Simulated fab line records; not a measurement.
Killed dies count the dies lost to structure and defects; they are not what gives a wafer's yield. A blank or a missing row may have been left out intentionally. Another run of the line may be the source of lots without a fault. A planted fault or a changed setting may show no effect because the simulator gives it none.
Code-filled problem report in 8D (eight disciplines) form / flow sky130 / the parts of the form that need people (team, actions taken, sign-off) are left out

== 1. PROBLEM STATEMENT ==
Wafers free of any fault read 0.287 ohm/sq (standard deviation 0.0031) for LI_CONTACT_W_RS at SKY_LI_CONTACT_RS_MEAS_22, against a mean of 0.390 ohm/sq on 6 wafers of 2 lots. That is +33 standard deviations from the usual mean.
The step: measures by four-point-probe.
Earliest sighting: wafer L559.1 on filmMetro-03 at day 33 04:25. Wafers with a number at this step in the record: 33, from 11 lots. The rule behind "out" and "out of limits": a value lying over 4 standard deviations away from the usual mean. All remaining wafers that have a number are taken as sound.

== 2. WHAT IT IS, WHAT IT ISN'T ==
question=which readings at this step | is=LI_CONTACT_W_RS | is not=-
question=which lots | is=L559, L560 | is not=L548, L550, L551, L552, L563, L564, L568, L570, L571
question=which wafers of those lots | is=all that have a number | is not=-
question=read on which gauges | is=filmMetro-03, filmMetro-04 | is not=filmMetro-02
question=when | is=from day 33 04:25 | is not=up to then (12 sound wafers); but 15 sound wafers of L563, L564, L568, L570, L571 came after

== 3. THE SUSPECTS, EACH WITH WHAT RULES IT OUT ==
Counting: a tool at any process step up to the reading remains a suspect when it ran all the lots that are out and ran no sound lot after the first of those.
- ruled out: the gauge at SKY_LI_CONTACT_RS_MEAS_22. Those wafers that are out were read across 2 gauges (filmMetro-03, filmMetro-04).
- cvdW-02 at SKY_LI_CONTACT_CVD_21 (deposits W, target thk 400 nm, time 120.56 s): ruled out as a lasting fault. The sound lots L571 went through it after L559, its earliest lot that is out (day 33 04:17).
Left after counting: nothing in the record.

== 4. THE CAUSE (what the simulator had put in) ==
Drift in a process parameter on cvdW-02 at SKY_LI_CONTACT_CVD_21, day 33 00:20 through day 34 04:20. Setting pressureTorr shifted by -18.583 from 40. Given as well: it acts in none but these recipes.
Counting ruled it out, wrongly: the rule takes a fault to strike every lot that its tool runs from its start on, and this one did not.

== 5. SEQUENCE OF EFFECTS, ordered by route ==
Each row: a reading where the mean over the struck wafers with a number is more than 3 standard deviations away from the usual. Readings are gone through only where the record gives a usual standard deviation; hours: the median, over the lots, of the time from a lot's start at the first step in this table giving one to that lot's start at this step; sigmas: the change measured in usual standard deviations.
hours=0; step=SKY_LI_CONTACT_CVD_21; reading=chamberPressureTorr; usual=39.98 Torr; on struck wafers=21.40; change=-18.58; sigmas=-99 or more
hours=0; step=SKY_LI_CONTACT_RS_MEAS_22; reading=LI_CONTACT_W_RS; usual=0.287 ohm/sq; on struck wafers=0.390; change=+0.103; sigmas=+33
hours=0; step=SKY_LI_CONTACT_THK_MEAS_23; reading=LI_CONTACT_W_THK; usual=406 nm; on struck wafers=298; change=-108; sigmas=-18
hours=0; step=SKY_LI_CONTACT_CMP_24; reading=timeToEndpointS; usual=96 s; on struck wafers=69; change=-27; sigmas=-5.5
Its process steps:
- SKY_LI_CONTACT_CVD_21: deposits W, target thk 400 nm, time 120.56 s.
- SKY_LI_CONTACT_CMP_24: polishes, stops on PSG, t overpolish 20 s, target thk 0 nm.

== 6. WHAT WOULD HAVE CAUGHT IT SOONER ==
Counted from the fault's start at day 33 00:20, it took 4 hours until the first out-of-limits reading at a measuring or inspecting step in this record, taken at day 33 04:25.
At SKY_LI_CONTACT_CVD_21, the tool's own readings (chamberPressureTorr) were out on each struck wafer the step has a row for, so an alarm limit on them would have fired on the first such wafer.
